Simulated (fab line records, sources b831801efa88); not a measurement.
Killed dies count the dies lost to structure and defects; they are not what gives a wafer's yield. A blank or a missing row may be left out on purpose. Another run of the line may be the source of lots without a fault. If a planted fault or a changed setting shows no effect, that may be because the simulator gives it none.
Which of the tools did it?	flow sky130	30 wafers from 10 lots sampled at 5 of the route's 708 steps

## WHAT THE GAUGES READ, wafer by wafer
SKY_VIA4_OVL_MEAS_11.
lot	measured	on	VIA4_OVL (nm)
L128	day 43 06:27	overlay-01	0.6 -0.7 -1.4
L129	day 43 13:26	overlay-02	0.5 -1.2 -0.9
L130	day 44 00:02	overlay-02	-0.7 0.4 1.5
L131	day 44 10:31	overlay-02	0.7 -1.1 -1.0
L133	day 44 12:47	overlay-01	0.2 1.5 0.4
L132	day 44 20:26	overlay-01	0.2 0.7 0.9
L134	day 44 23:08	overlay-01	0.2 1.1 1.5
L135	day 45 09:25	overlay-01	-1.2 1.7 0.5
L141	day 46 20:02	overlay-01	-0.2 -0.5 0.2
L150	day 48 23:28	overlay-01	1.4 1.9 1.6

## WHAT TOOL EACH LOT RAN ON (gives the tool, then ch and the chambers of the sampled wafers, and finally the start)
lot	SKY_VIA3_SPUTTER_20	SKY_METAL4_SPUTTER_02	SKY_METAL4_ETCH_16	SKY_METAL4_METAL_ETCH_18
L128	pvdSputter-04, day 40 03:52	pvdSputter-03, day 40 04:34	rieMetal-01 ch 0,1, day 42 05:58	rieMetal-02 ch 0,1, day 42 06:05
L129	pvdSputter-03, day 40 09:53	pvdSputter-01, day 40 10:37	rieMetal-02 ch 0,1, day 42 12:34	rieMetal-04 ch 0,1, day 42 12:41
L130	pvdSputter-04, day 40 20:14	pvdSputter-04, day 40 21:07	rieMetal-01 ch 0,1, day 42 23:10	rieMetal-04 ch 0,1, day 42 23:17
L131	pvdSputter-04, day 41 08:46	pvdSputter-01, day 41 09:28	rieMetal-02 ch 0, day 43 10:28	rieMetal-04 ch 0,1, day 43 10:35
L133	pvdSputter-02, day 41 12:10	pvdSputter-03, day 41 12:53	rieMetal-04 ch 0,1, day 43 13:01	rieMetal-01 ch 0,1, day 43 13:08
L132	pvdSputter-02, day 41 17:51	pvdSputter-04, day 41 18:34	rieMetal-02 ch 0,1, day 43 20:07	rieMetal-04 ch 0, day 43 20:14
L134	pvdSputter-02, day 41 23:53	pvdSputter-03, day 42 00:36	rieMetal-04 ch 0,1, day 43 23:33	rieMetal-01 ch 0,1, day 43 23:42
L135	pvdSputter-03, day 42 09:30	pvdSputter-04, day 42 10:13	rieMetal-04 ch 0,1, day 44 10:00	rieMetal-01 ch 0,1, day 44 10:09
L141	pvdSputter-03, day 43 23:11	pvdSputter-04, day 43 23:53	rieMetal-02 ch 0,1, day 45 21:37	rieMetal-04 ch 0,1, day 45 21:44
L150	pvdSputter-02, day 46 06:08	pvdSputter-01, day 46 07:24	rieMetal-01 ch 0,1, day 48 01:04	rieMetal-02 ch 0,1, day 48 01:11
- SKY_VIA3_SPUTTER_20: material TiN, target thk 20 nm, time 80 s.
- SKY_METAL4_SPUTTER_02: material AlCu, target thk 735 nm, time 39.1 s.
- SKY_METAL4_ETCH_16: etches BARC in N2/H2, stops on SiO2, time 88.2 s, target depth 60 nm.
- SKY_METAL4_METAL_ETCH_18: etches the open film in Cl2/BCl3, stops on SiO2, target depth 845 nm, time 183.1 s.

## THE ANSWER, worked out from the rows above alone
Rule: usual is defined by the lots themselves. The widest of any qualifying gaps counts: lots, ordered by their means at a reading, are off when they make up no more than a third of the lots, leave a main group of 4 or more, and stand apart from it by 3 or more times the standard deviation of that group's means. A main group is skipped when, at the precision printed for the reading in the tables above, its means are all equal. A lot without any number at a reading at which 4 lots or more have one is off too. All remaining lots with rows at the step are treated as sound.
No lot is off on any of the readings shown, so nothing can be concluded from this.

## WHAT THE SIMULATOR PUT IN
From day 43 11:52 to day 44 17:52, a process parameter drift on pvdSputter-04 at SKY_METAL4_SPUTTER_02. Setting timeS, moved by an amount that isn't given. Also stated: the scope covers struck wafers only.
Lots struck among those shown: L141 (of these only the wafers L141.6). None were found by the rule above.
